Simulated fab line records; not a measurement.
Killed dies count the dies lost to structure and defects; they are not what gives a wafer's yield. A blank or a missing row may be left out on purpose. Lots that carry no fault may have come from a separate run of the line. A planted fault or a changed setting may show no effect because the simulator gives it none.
What tool caused it? | flow gf180mcu | 6 lots with 18 wafers sampled at 3 steps, on a route of 602 steps

## WHAT THE GAUGES SHOWED, per wafer
GF_PSD_RS_MEAS_14: measurement is done with a four-point probe.
lot  | measured     | on            | NSD_RS (ohm/sq)
L160 | day 14 15:12 | film_metro-04 | 46.19 46.20 46.13
L164 | day 16 03:58 | film_metro-04 | 46.25 46.20 46.12
L171 | day 18 16:30 | film_metro-04 | 44.78 44.80 44.80
L175 | day 20 04:02 | film_metro-04 | 46.04 46.17 46.10
L177 | day 21 00:05 | film_metro-03 | 46.03 45.98 46.08
L180 | day 21 17:47 | film_metro-04 | 46.13 45.99 46.03

## EACH LOT AND THE TOOL THAT RAN IT (in order: tool; ch and the chambers of the sampled wafers; start)
lot  | GF_HV_LDD_RTA_52                 | GF_PSD_RTA_13
L160 | rtp_anneal-01 ch 0, day 12 18:10 | rtp_anneal-01 ch 0, day 14 15:07
L164 | rtp_anneal-01 ch 0, day 14 05:01 | rtp_anneal-02 ch 0, day 16 03:49
L171 | rtp_anneal-01 ch 0, day 16 14:37 | rtp_anneal-02 ch 0, day 18 16:25
L175 | rtp_anneal-01 ch 0, day 17 22:34 | rtp_anneal-01 ch 0, day 20 03:56
L177 | rtp_anneal-01 ch 0, day 18 17:59 | rtp_anneal-01 ch 0, day 21 00:00
L180 | rtp_anneal-01 ch 0, day 19 13:37 | rtp_anneal-01 ch 0, day 21 17:42
- GF_HV_LDD_RTA_52: time 10 s.
- GF_PSD_RTA_13: time 20 s.

## THE ANSWER, worked out from the rows above alone
Rule: the lots themselves supply what counts as usual. The widest of any qualifying gaps counts: lots, ordered by their means at a reading, are off when they make up no more than a third of the lots, leave a main group of 4 or more, and stand apart from it by 3 or more times the standard deviation of that group's means. If all means in a main group match to the digits the tables above print for the reading, that group is not used. Also off: a lot with no number at a reading for which 4 or more lots have one. The other lots that the step has rows for count as sound.
Off: L171, at GF_PSD_RS_MEAS_14 (NSD_RS). Mean 46.11 ohm/sq and standard deviation 0.064 in the main group.
A tool fits if, at a process step before that reading, it ran every lot that is off, and no sound lot after the first of them. The gauges at GF_PSD_RS_MEAS_14 are tried like those tools. One candidate fits, namely rtp_anneal-02 at GF_PSD_RTA_13. A fault onset in the window from L164 (day 16 03:49, its last sound lot) to L171 (day 18 16:25, its first lot off) fits.

## WHAT THE SIMULATOR PUT IN
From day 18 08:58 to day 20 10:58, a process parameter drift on rtp_anneal-02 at GF_PSD_RTA_13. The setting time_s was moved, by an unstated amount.
Shown lots that were struck: L171. The rule above reached the same finding.
